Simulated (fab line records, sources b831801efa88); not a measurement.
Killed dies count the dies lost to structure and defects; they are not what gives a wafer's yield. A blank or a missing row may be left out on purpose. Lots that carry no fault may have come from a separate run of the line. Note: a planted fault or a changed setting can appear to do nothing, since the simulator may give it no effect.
Chamber matching / flow gf180mcu / 4 sister chambers for GF_V4_ETCH_16 on rieDiel-01
The step etches BARC in N2/H2. 8 wafers are shown with their chamber, then 12 later ones without.

## WAFERS WITH THEIR CHAMBER
wafer=L082.2; chamber=0; drypumpMotorCurrentA (A)=5.7; throttleValvePct (%)=13.230
wafer=L082.3; chamber=2; drypumpMotorCurrentA (A)=6.6; throttleValvePct (%)=13.233
wafer=L084.1; chamber=1; drypumpMotorCurrentA (A)=5.3; throttleValvePct (%)=13.227
wafer=L084.3; chamber=0; drypumpMotorCurrentA (A)=5.7; throttleValvePct (%)=13.247
wafer=L084.5; chamber=3; drypumpMotorCurrentA (A)=5.6; throttleValvePct (%)=13.211
wafer=L086.1; chamber=1; drypumpMotorCurrentA (A)=5.3; throttleValvePct (%)=13.233
wafer=L086.2; chamber=2; drypumpMotorCurrentA (A)=6.6; throttleValvePct (%)=13.214
wafer=L086.6; chamber=3; drypumpMotorCurrentA (A)=5.7; throttleValvePct (%)=13.227

## WAFERS MISSING THEIR CHAMBER
wafer=L090.3; drypumpMotorCurrentA (A)=5.3; throttleValvePct (%)=13.226
wafer=L090.5; drypumpMotorCurrentA (A)=5.7; throttleValvePct (%)=13.223
wafer=L090.6; drypumpMotorCurrentA (A)=5.3; throttleValvePct (%)=13.221
wafer=L091.1; drypumpMotorCurrentA (A)=5.3; throttleValvePct (%)=13.238
wafer=L091.4; drypumpMotorCurrentA (A)=5.3; throttleValvePct (%)=13.229
wafer=L091.6; drypumpMotorCurrentA (A)=5.7; throttleValvePct (%)=13.231
wafer=L094.1; drypumpMotorCurrentA (A)=6.6; throttleValvePct (%)=13.226
wafer=L094.3; drypumpMotorCurrentA (A)=5.4; throttleValvePct (%)=13.231
wafer=L094.6; drypumpMotorCurrentA (A)=6.6; throttleValvePct (%)=13.228
wafer=L096.2; drypumpMotorCurrentA (A)=5.7; throttleValvePct (%)=13.212
wafer=L096.3; drypumpMotorCurrentA (A)=5.7; throttleValvePct (%)=13.236
wafer=L096.4; drypumpMotorCurrentA (A)=6.5; throttleValvePct (%)=13.214

## WHICH CHAMBER EACH ONE RAN IN
wafer=L090.3; from the rows above=1; in truth=1
wafer=L090.5; from the rows above=can't be placed: 0 or 3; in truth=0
wafer=L090.6; from the rows above=1; in truth=1
wafer=L091.1; from the rows above=1; in truth=1
wafer=L091.4; from the rows above=1; in truth=1
wafer=L091.6; from the rows above=can't be placed: 0 or 3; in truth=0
wafer=L094.1; from the rows above=2; in truth=2
wafer=L094.3; from the rows above=1; in truth=1
wafer=L094.6; from the rows above=2; in truth=2
wafer=L096.2; from the rows above=can't be placed: 3 or 0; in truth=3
wafer=L096.3; from the rows above=can't be placed: 0 or 3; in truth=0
wafer=L096.4; from the rows above=2; in truth=2
Correctly placed: 8 of 12. Can't be placed from these rows: 4 (the true chamber is among the candidates in 4). Placed wrongly: 0.
How it was worked out, from the rows above alone: a wafer's distance from a chamber is the root of the sum, over the readings, of the square of ((its reading less the chamber's mean) divided by the reading's scatter). If the next closest chamber is less than 2 further off than the closest, the wafer can't be placed; otherwise it belongs to the closest. For every chamber, the mean is computed from those of its wafers that are shown. The scatter: take each reading less its chamber's mean, square it, sum over the shown wafers, divide by the number of wafers less the number of chambers, and take the root.
